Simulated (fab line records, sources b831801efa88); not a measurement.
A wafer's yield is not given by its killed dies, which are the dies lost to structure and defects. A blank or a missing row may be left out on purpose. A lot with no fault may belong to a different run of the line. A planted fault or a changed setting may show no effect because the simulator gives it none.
The tool behind it: which one? :: flow sfq line :: 11 lots with 33 wafers sampled at 6 steps, on a route of 325 steps

WHAT THE GAUGES READ, wafer by wafer
Not one reading of a measure or inspect step in the record can be checked against a usual standard deviation.

WHICH TOOL RAN EACH LOT (tool, then ch and the chambers of the sampled wafers, then the start)
lot: L894
SFQ_TRILAYER_R5_BARC_OPEN_METAL_ETCH_177: rie metal-02 ch 0,1, day 61 06:37
SFQ_TRILAYER_C5_BARC_OPEN_VIA_ETCH_210: rie diel-04 ch 0,2,3, day 61 19:49
SFQ_TRILAYER_M6_ETCH_METAL_ETCH_162: rie metal-03 ch 0,1, day 65 21:39
SFQ_TRILAYER_I6_CMP_CMP_166: cmp-02 ch 0,2,3, day 65 23:37
SFQ_TRILAYER_I6_METRO_MEASURE_167: film metro-01, day 66 01:44
SFQ_TRILAYER_I6_VIA_ETCH_VIA_ETCH_172: rie diel-04 ch 1,2,3, day 70 16:30

lot: L895
SFQ_TRILAYER_R5_BARC_OPEN_METAL_ETCH_177: rie metal-03 ch 0,1, day 61 12:37
SFQ_TRILAYER_C5_BARC_OPEN_VIA_ETCH_210: rie diel-03 ch 0,1,2, day 61 23:25
SFQ_TRILAYER_M6_ETCH_METAL_ETCH_162: rie metal-01 ch 0,1, day 66 02:27
SFQ_TRILAYER_I6_CMP_CMP_166: cmp-01 ch 0,2,3, day 66 03:25
SFQ_TRILAYER_I6_METRO_MEASURE_167: film metro-02, day 66 06:32
SFQ_TRILAYER_I6_VIA_ETCH_VIA_ETCH_172: rie diel-03 ch 0,1,3, day 70 18:54

lot: L896
SFQ_TRILAYER_R5_BARC_OPEN_METAL_ETCH_177: rie metal-01 ch 0,1, day 61 21:01
SFQ_TRILAYER_C5_BARC_OPEN_VIA_ETCH_210: rie diel-03 ch 0,2, day 62 07:25
SFQ_TRILAYER_M6_ETCH_METAL_ETCH_162: rie metal-04 ch 0,1, day 66 09:39
SFQ_TRILAYER_I6_CMP_CMP_166: cmp-01 ch 0,1, day 66 11:45
SFQ_TRILAYER_I6_METRO_MEASURE_167: film metro-02, day 66 15:04
SFQ_TRILAYER_I6_VIA_ETCH_VIA_ETCH_172: rie diel-03 ch 0,2, day 71 03:18

lot: L897
SFQ_TRILAYER_R5_BARC_OPEN_METAL_ETCH_177: rie metal-02 ch 0,1, day 62 01:49
SFQ_TRILAYER_C5_BARC_OPEN_VIA_ETCH_210: rie diel-04 ch 0,1, day 62 08:37
SFQ_TRILAYER_M6_ETCH_METAL_ETCH_162: rie metal-01 ch 0,1, day 66 13:15
SFQ_TRILAYER_I6_CMP_CMP_166: cmp-02 ch 2,3, day 66 17:13
SFQ_TRILAYER_I6_METRO_MEASURE_167: film metro-02, day 66 20:32
SFQ_TRILAYER_I6_VIA_ETCH_VIA_ETCH_172: rie diel-03 ch 0,1,2, day 71 08:06

lot: L898
SFQ_TRILAYER_R5_BARC_OPEN_METAL_ETCH_177: rie metal-02 ch 0,1, day 66 20:23
SFQ_TRILAYER_C5_BARC_OPEN_VIA_ETCH_210: rie diel-01 ch 1,2,3, day 72 17:28
SFQ_TRILAYER_M6_ETCH_METAL_ETCH_162: rie metal-03 ch 0,1, day 73 02:38
SFQ_TRILAYER_I6_CMP_CMP_166: cmp-02 ch 0,1, day 73 06:08
SFQ_TRILAYER_I6_METRO_MEASURE_167: film metro-04, day 73 08:45
SFQ_TRILAYER_I6_VIA_ETCH_VIA_ETCH_172: rie diel-03 ch 1,2,3, day 73 12:16

lot: L901
SFQ_TRILAYER_R5_BARC_OPEN_METAL_ETCH_177: rie metal-03 ch 0,1, day 68 16:38
SFQ_TRILAYER_C5_BARC_OPEN_VIA_ETCH_210: rie diel-03 ch 1,2, day 76 18:46
SFQ_TRILAYER_M6_ETCH_METAL_ETCH_162: rie metal-04 ch 0, day 79 19:58
SFQ_TRILAYER_I6_CMP_CMP_166: cmp-01 ch 0,3, day 79 21:26
SFQ_TRILAYER_I6_METRO_MEASURE_167: film metro-01, day 80 00:16
SFQ_TRILAYER_I6_VIA_ETCH_VIA_ETCH_172: rie diel-03 ch 1,2,3, day 80 03:43

lot: L904
SFQ_TRILAYER_R5_BARC_OPEN_METAL_ETCH_177: rie metal-01 ch 0,1, day 69 03:20
SFQ_TRILAYER_C5_BARC_OPEN_VIA_ETCH_210: rie diel-03 ch 0,1,2, day 77 03:10
SFQ_TRILAYER_M6_ETCH_METAL_ETCH_162: rie metal-01 ch 0,1, day 80 12:24
SFQ_TRILAYER_I6_CMP_CMP_166: cmp-02 ch 0,1,2, day 80 14:22
SFQ_TRILAYER_I6_METRO_MEASURE_167: film metro-04, day 80 16:53
SFQ_TRILAYER_I6_VIA_ETCH_VIA_ETCH_172: rie diel-03 ch 0,2, day 80 20:00

lot: L906
SFQ_TRILAYER_R5_BARC_OPEN_METAL_ETCH_177: rie metal-02 ch 0,1, day 69 06:55
SFQ_TRILAYER_C5_BARC_OPEN_VIA_ETCH_210: rie diel-04 ch 0,3, day 77 08:13
SFQ_TRILAYER_M6_ETCH_METAL_ETCH_162: rie metal-01 ch 0,1, day 80 21:58
SFQ_TRILAYER_I6_CMP_CMP_166: cmp-01 ch 0,2, day 80 23:08
SFQ_TRILAYER_I6_METRO_MEASURE_167: film metro-01, day 81 02:15
SFQ_TRILAYER_I6_VIA_ETCH_VIA_ETCH_172: rie diel-04 ch 0,2,3, day 81 06:22

lot: L909
SFQ_TRILAYER_R5_BARC_OPEN_METAL_ETCH_177: rie metal-02 ch 0,1, day 69 18:24
SFQ_TRILAYER_C5_BARC_OPEN_VIA_ETCH_210: rie diel-03 ch 2,3, day 77 17:49
SFQ_TRILAYER_M6_ETCH_METAL_ETCH_162: rie metal-01 ch 0,1, day 81 08:46
SFQ_TRILAYER_I6_CMP_CMP_166: cmp-02 ch 0,2, day 81 10:31
SFQ_TRILAYER_I6_METRO_MEASURE_167: film metro-02, day 81 13:38
SFQ_TRILAYER_I6_VIA_ETCH_VIA_ETCH_172: rie diel-02 ch 0,1,3, day 81 19:07

lot: L910
SFQ_TRILAYER_R5_BARC_OPEN_METAL_ETCH_177: rie metal-03 ch 0,1, day 69 22:44
SFQ_TRILAYER_C5_BARC_OPEN_VIA_ETCH_210: rie diel-04 ch 0,2,3, day 77 23:49
SFQ_TRILAYER_M6_ETCH_METAL_ETCH_162: rie metal-04 ch 0,1, day 81 19:34
SFQ_TRILAYER_I6_CMP_CMP_166: cmp-02 ch 0,1,2, day 81 20:32
SFQ_TRILAYER_I6_METRO_MEASURE_167: film metro-02, day 81 23:40
SFQ_TRILAYER_I6_VIA_ETCH_VIA_ETCH_172: rie diel-03 ch 0,1,2, day 82 03:11

lot: L911
SFQ_TRILAYER_R5_BARC_OPEN_METAL_ETCH_177: rie metal-01 ch 0,1, day 70 01:16
SFQ_TRILAYER_C5_BARC_OPEN_VIA_ETCH_210: rie diel-01 ch 0,1,2, day 78 02:23
SFQ_TRILAYER_M6_ETCH_METAL_ETCH_162: rie metal-01 ch 0,1, day 81 23:10
SFQ_TRILAYER_I6_CMP_CMP_166: cmp-02 ch 0,2,3, day 82 03:02
SFQ_TRILAYER_I6_METRO_MEASURE_167: film metro-04, day 82 05:40
SFQ_TRILAYER_I6_VIA_ETCH_VIA_ETCH_172: rie diel-02 ch 2,3, day 82 09:19
- SFQ_TRILAYER_R5_BARC_OPEN_METAL_ETCH_177: etches BARC in O2, target depth 125 nm, time 41.7 s.
- SFQ_TRILAYER_C5_BARC_OPEN_VIA_ETCH_210: etches BARC in O2, target depth 125 nm, time 41.7 s.
- SFQ_TRILAYER_M6_ETCH_METAL_ETCH_162: etches Nb in Cl2/Ar, stops on SiO2, target depth 240 nm, time 120 s.
- SFQ_TRILAYER_I6_CMP_CMP_166: polishes SiO2.
- SFQ_TRILAYER_I6_METRO_MEASURE_167
- SFQ_TRILAYER_I6_VIA_ETCH_VIA_ETCH_172: etches SiO2 in CHF3, stops on Nb, target depth 260 nm.

WHAT THE TOOLS THEMSELVES READ (means of the sampled wafers that have a number; where no wafer has one, the mark that the record gives instead)
SFQ_TRILAYER_R5_BARC_OPEN_METAL_ETCH_177. Usual: drypump motor current A 5.92 A, standard deviation 0.22; he backside leak sccm 3.48 sccm, standard deviation 0.24; oes product au 0.685 a.u., standard deviation 0.0044.
lot: L894
tool: rie metal-02
drypump motor current A (A): 5.66
he backside leak sccm (sccm): 3.40
oes product au (a.u.): 0.687
flag: 

lot: L895
tool: rie metal-03
drypump motor current A (A): 5.96
he backside leak sccm (sccm): 3.67
oes product au (a.u.): 0.683
flag: 

lot: L896
tool: rie metal-01
drypump motor current A (A): 6.23
he backside leak sccm (sccm): 3.29
oes product au (a.u.): 0.684
flag: 

lot: L897
tool: rie metal-02
drypump motor current A (A): 5.68
he backside leak sccm (sccm): 3.41
oes product au (a.u.): 0.685
flag: 

lot: L898
tool: rie metal-02
drypump motor current A (A): 5.71
he backside leak sccm (sccm): 3.37
oes product au (a.u.): 0.683
flag: 

lot: L901
tool: rie metal-03
drypump motor current A (A): 5.95
he backside leak sccm (sccm): 3.70
oes product au (a.u.): 0.682
flag: 

lot: L904
tool: rie metal-01
drypump motor current A (A): 6.20
he backside leak sccm (sccm): 3.31
oes product au (a.u.): 0.685
flag: 

lot: L906
tool: rie metal-02
drypump motor current A (A): 5.69
he backside leak sccm (sccm): 3.46
oes product au (a.u.): 0.688
flag: 

lot: L909
tool: rie metal-02
drypump motor current A (A): 5.73
he backside leak sccm (sccm): 3.50
oes product au (a.u.): 0.684
flag: 

lot: L910
tool: rie metal-03
drypump motor current A (A): 5.93
he backside leak sccm (sccm): 3.61
oes product au (a.u.): 0.686
flag: 

lot: L911
tool: rie metal-01
drypump motor current A (A): 6.17
he backside leak sccm (sccm): 3.33
oes product au (a.u.): 0.688
flag: 

SFQ_TRILAYER_C5_BARC_OPEN_VIA_ETCH_210. Usual: drypump motor current A 5.8 A, standard deviation 0.45; oes product au 0.686 a.u., standard deviation 0.0052.
lot: L894
tool: rie diel-04
drypump motor current A (A): 5.4
oes product au (a.u.): 0.686
flag: 

lot: L895
tool: rie diel-03
drypump motor current A (A): 6.0
oes product au (a.u.): 0.688
flag: 

lot: L896
tool: rie diel-03
drypump motor current A (A): 6.5
oes product au (a.u.): 0.687
flag: 

lot: L897
tool: rie diel-04
drypump motor current A (A): 5.5
oes product au (a.u.): 0.686
flag: 

lot: L898
tool: rie diel-01
drypump motor current A (A): 5.7
oes product au (a.u.): 0.681
flag: 

lot: L901
tool: rie diel-03
drypump motor current A (A): 6.2
oes product au (a.u.): 0.688
flag: 

lot: L904
tool: rie diel-03
drypump motor current A (A): 6.0
oes product au (a.u.): 0.688
flag: 

lot: L906
tool: rie diel-04
drypump motor current A (A): 5.3
oes product au (a.u.): 0.685
flag: 

lot: L909
tool: rie diel-03
drypump motor current A (A): 6.4
oes product au (a.u.): 0.682
flag: 

lot: L910
tool: rie diel-04
drypump motor current A (A): 5.4
oes product au (a.u.): 0.684
flag: 

lot: L911
tool: rie diel-01
drypump motor current A (A): 5.9
oes product au (a.u.): 0.685
flag: 

SFQ_TRILAYER_M6_ETCH_METAL_ETCH_162. Usual: drypump motor current A 5.9 A, standard deviation 0.37; he backside leak sccm 3.4 sccm, standard deviation 0.31; oes product au 0.895 a.u., standard deviation 0.0083.
lot: L894
tool: rie metal-03
drypump motor current A (A): 5.9
he backside leak sccm (sccm): 3.6
oes product au (a.u.): 0.901
flag: 

lot: L895
tool: rie metal-01
drypump motor current A (A): 6.2
he backside leak sccm (sccm): 3.2
oes product au (a.u.): 0.900
flag: 

lot: L896
tool: rie metal-04
drypump motor current A (A): 5.3
he backside leak sccm (sccm): 3.3
oes product au (a.u.): 0.881
flag: 

lot: L897
tool: rie metal-01
drypump motor current A (A): 6.2
he backside leak sccm (sccm): 3.1
oes product au (a.u.): 0.894
flag: 

lot: L898
tool: rie metal-03
drypump motor current A (A): 5.9
he backside leak sccm (sccm): 3.7
oes product au (a.u.): 0.882
flag: 

lot: L901
tool: rie metal-04
drypump motor current A (A): 5.0
he backside leak sccm (sccm): 3.2
oes product au (a.u.): 0.902
flag: 

lot: L904
tool: rie metal-01
drypump motor current A (A): 6.2
he backside leak sccm (sccm): 3.5
oes product au (a.u.): 0.898
flag: 

lot: L906
tool: rie metal-01
drypump motor current A (A): 6.2
he backside leak sccm (sccm): 3.2
oes product au (a.u.): 0.894
flag: 

lot: L909
tool: rie metal-01
drypump motor current A (A): 6.2
he backside leak sccm (sccm): 3.2
oes product au (a.u.): 0.904
flag: 

lot: L910
tool: rie metal-04
drypump motor current A (A): 5.5
he backside leak sccm (sccm): 3.4
oes product au (a.u.): 0.903
flag: 

lot: L911
tool: rie metal-01
drypump motor current A (A): 6.2
he backside leak sccm (sccm): 3.3
oes product au (a.u.): 0.889
flag: 

SFQ_TRILAYER_I6_CMP_CMP_166. Usual: motor current A 9.8 A, standard deviation 1.5; retaining ring pressure frac 1.000, standard deviation 0.0051; time to endpoint s 217 s, standard deviation 7.2.
lot: L894
tool: cmp-02
motor current A (A): 9.6
retaining ring pressure frac: 0.998
time to endpoint s (s): 228
flag: 

lot: L895
tool: cmp-01
motor current A (A): 10.1
retaining ring pressure frac: 0.995
time to endpoint s (s): 212
flag: 

lot: L896
tool: cmp-01
motor current A (A): 9.6
retaining ring pressure frac: 1.006
time to endpoint s (s): 222
flag: 

lot: L897
tool: cmp-02
motor current A (A): 8.8
retaining ring pressure frac: 0.997
time to endpoint s (s): 216
flag: 

lot: L898
tool: cmp-02
motor current A (A): 10.8
retaining ring pressure frac: 1.008
time to endpoint s (s): 220
flag: 

lot: L901
tool: cmp-01
motor current A (A): 11.4
retaining ring pressure frac: 1.002
time to endpoint s (s): 227
flag: 

lot: L904
tool: cmp-02
motor current A (A): 10.4
retaining ring pressure frac: 0.998
time to endpoint s (s): 215
flag: 

lot: L906
tool: cmp-01
motor current A (A): 8.4
retaining ring pressure frac: 1.002
time to endpoint s (s): 210
flag: 

lot: L909
tool: cmp-02
motor current A (A): 9.8
retaining ring pressure frac: 1.000
time to endpoint s (s): 214
flag: 

lot: L910
tool: cmp-02
motor current A (A): 10.3
retaining ring pressure frac: 0.997
time to endpoint s (s): 214
flag: 

lot: L911
tool: cmp-02
motor current A (A): 9.8
retaining ring pressure frac: 1.005
time to endpoint s (s): 211
flag: 

SFQ_TRILAYER_I6_METRO_MEASURE_167. Usual: thk nm reads 200.7 nm (standard deviation 1).
lot: L894
tool: film metro-01
thk nm (nm): 200.2
flag: 

lot: L895
tool: film metro-02
thk nm (nm): 201.3
flag: 

lot: L896
tool: film metro-02
thk nm (nm): 200.6
flag: 

lot: L897
tool: film metro-02
thk nm (nm): 201.2
flag: 

lot: L898
tool: film metro-04
thk nm (nm): 200.9
flag: 

lot: L901
tool: film metro-01
thk nm (nm): 200.1
flag: 

lot: L904
tool: film metro-04
thk nm (nm): 200.2
flag: 

lot: L906
tool: film metro-01
thk nm (nm): 207.5
flag: OFF

lot: L909
tool: film metro-02
thk nm (nm): 202.1
flag: 

lot: L910
tool: film metro-02
thk nm (nm): 201.3
flag: 

lot: L911
tool: film metro-04
thk nm (nm): 200.0
flag: 

SFQ_TRILAYER_I6_VIA_ETCH_VIA_ETCH_172. Usual: drypump motor current A 5.8 A, standard deviation 0.49; oes product au 0.856 a.u., standard deviation 0.0061.
lot: L894
tool: rie diel-04
drypump motor current A (A): 5.7
oes product au (a.u.): 0.854
flag: 

lot: L895
tool: rie diel-03
drypump motor current A (A): 5.9
oes product au (a.u.): 0.854
flag: 

lot: L896
tool: rie diel-03
drypump motor current A (A): 6.3
oes product au (a.u.): 0.859
flag: 

lot: L897
tool: rie diel-03
drypump motor current A (A): 6.0
oes product au (a.u.): 0.858
flag: 

lot: L898
tool: rie diel-03
drypump motor current A (A): 6.1
oes product au (a.u.): 0.862
flag: 

lot: L901
tool: rie diel-03
drypump motor current A (A): 6.1
oes product au (a.u.): 0.855
flag: 

lot: L904
tool: rie diel-03
drypump motor current A (A): 6.3
oes product au (a.u.): 0.856
flag: 

lot: L906
tool: rie diel-04
drypump motor current A (A): 5.4
oes product au (a.u.): 0.874
flag: 

lot: L909
tool: rie diel-02
drypump motor current A (A): 5.4
oes product au (a.u.): 0.858
flag: 

lot: L910
tool: rie diel-03
drypump motor current A (A): 6.0
oes product au (a.u.): 0.858
flag: 

lot: L911
tool: rie diel-02
drypump motor current A (A): 5.8
oes product au (a.u.): 0.849
flag: 

THE ANSWER, worked out from the rows above alone
Rule: a lot is off if the mean of its wafers that have a number lies more than 3 standard deviations from the usual mean. A lot without any number at a reading at which 4 lots or more have one is off too. All remaining lots with rows at the step are treated as sound. The gauges are gone through in route order, then the tools' own readings, and for those a lot's mean is taken as printed above. At the first step where some lot is off, the reading lying furthest off is the one used; lots without a number count as furthest.
Off at SFQ_TRILAYER_I6_METRO_MEASURE_167 (thk nm): L906.
A tool fits if, at that step or a process step before it, it ran every lot that is off, and no sound lot after the first of them. Undecided on this evidence; 2 tools fit (cmp-01 at SFQ_TRILAYER_I6_CMP_CMP_166, film metro-01 at SFQ_TRILAYER_I6_METRO_MEASURE_167).

WHAT HAD BEEN PUT IN BY THE SIMULATOR
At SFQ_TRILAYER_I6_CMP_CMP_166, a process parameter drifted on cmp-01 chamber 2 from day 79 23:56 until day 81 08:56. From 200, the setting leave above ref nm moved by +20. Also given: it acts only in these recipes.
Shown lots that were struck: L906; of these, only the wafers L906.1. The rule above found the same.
